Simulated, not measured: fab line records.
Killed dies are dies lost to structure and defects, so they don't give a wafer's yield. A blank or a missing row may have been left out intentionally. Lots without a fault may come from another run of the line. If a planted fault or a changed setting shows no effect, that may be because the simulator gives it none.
The same fault as seen by 2 desks | flow sky130 | each desk has only its own numbers; what lay behind them comes last

METROLOGY DESK
Lot by lot, what the gauges showed, no matter which tool ran the lot: averages of those sampled wafers that carry a number. A lot is out of limits, marked OUT, if its mean lies more than 4 standard deviations from the usual mean; the brackets give that distance.
Columns: A = LDD_N_OVL at SKY_LDD_N_OVL_MEAS_07, usual 1.0 nm; B = LDD_LDN_TW at SKY_LDD_LDN_TW_MEAS_13, usual 1470; C = cd-nm at SKY_POLY_CUT_CD_MEAS_08, usual 270.0 nm
lot  | first seen here | A    | B              | C
L170 | day 18 21:28    | 2.0  | 1470           | 271.6
L171 | day 19 02:43    | -1.6 | 1468           | 272.0
L173 | day 19 15:04    | 4.7  | 1472           | 269.5
L174 | day 20 12:01    | 3.1  | 1464           | 269.8
L178 | day 21 15:44    | 0.9  | 1462           | 270.1
L181 | day 22 12:10    | -0.0 | 1357 (-14) OUT | 267.2
L182 | day 22 19:55    | -0.8 | 1369 (-12) OUT | 267.2
L183 | day 23 01:00    | -0.0 | 1470           | 271.7
L185 | day 23 16:10    | 2.3  | 1467           | 267.8
L186 | day 24 07:12    | 1.1  | 1476           | 269.9
L190 | day 25 11:35    | -1.6 | 1469           | 270.9
L191 | day 25 18:02    | -0.1 | 1458           | 271.6
This desk reports L181, L182 out of limits; the earliest was L181 at day 27 11:13 (LDD_LDN_TW at SKY_LDD_LDN_TW_MEAS_13). In limits: L170, L171, L173, L174, L178, L183, L185, L186, L190, L191.

THE TOOL OWNER'S DESK: implanter-04
The tool's own readings at SKY_LDD_LDN_IMPLANT_08: means of the sampled wafers that have a number, for each lot that ran on this tool. A lot is out of limits, marked OUT, if its mean lies more than 4 standard deviations from the usual mean; the brackets give that distance.
Columns: A = dose-ions-cm2 at SKY_LDD_LDN_IMPLANT_08, usual 1.2499e+13; B = faraday-current-uA at SKY_LDD_LDN_IMPLANT_08, usual 70.4
lot  | first seen here | A                            | B
L173 | day 24 16:38    | 1.2513e+13                   | 70.9
L178 | day 26 14:45    | 1.2502e+13                   | 72.2
L181 | day 27 10:32    | 1.2563e+12 (-99 or more) OUT | 7.0 (-42) OUT
L182 | day 27 17:54    | 1.2467e+12 (-99 or more) OUT | 7.2 (-42) OUT
L190 | day 30 08:15    | 1.2506e+13                   | 70.3
L191 | day 30 14:05    | 1.2505e+13                   | 70.0
This desk's verdict: out of limits on L181, L182, starting with L181 at day 27 10:32 (dose-ions-cm2 at SKY_LDD_LDN_IMPLANT_08). In limits: L173, L178, L190, L191.

BROUGHT TOGETHER
An alarm could have come from the tool owner's desk at day 27 10:32, on L181, L182.
An alarm was possible from the metrology desk at day 27 11:13, on L181, L182.
All the named lots went through SKY_LDD_LDN_IMPLANT_08 on implanter-04.

WHAT HAD BEEN PUT IN BY THE SIMULATOR
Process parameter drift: implanter-04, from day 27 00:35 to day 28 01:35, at SKY_LDD_LDN_IMPLANT_08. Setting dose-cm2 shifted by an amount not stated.
Struck lots among those shown: L181, L182.
Fault start to first reading out of limits, in hours, per desk: tool owner, 10; metrology, 11.
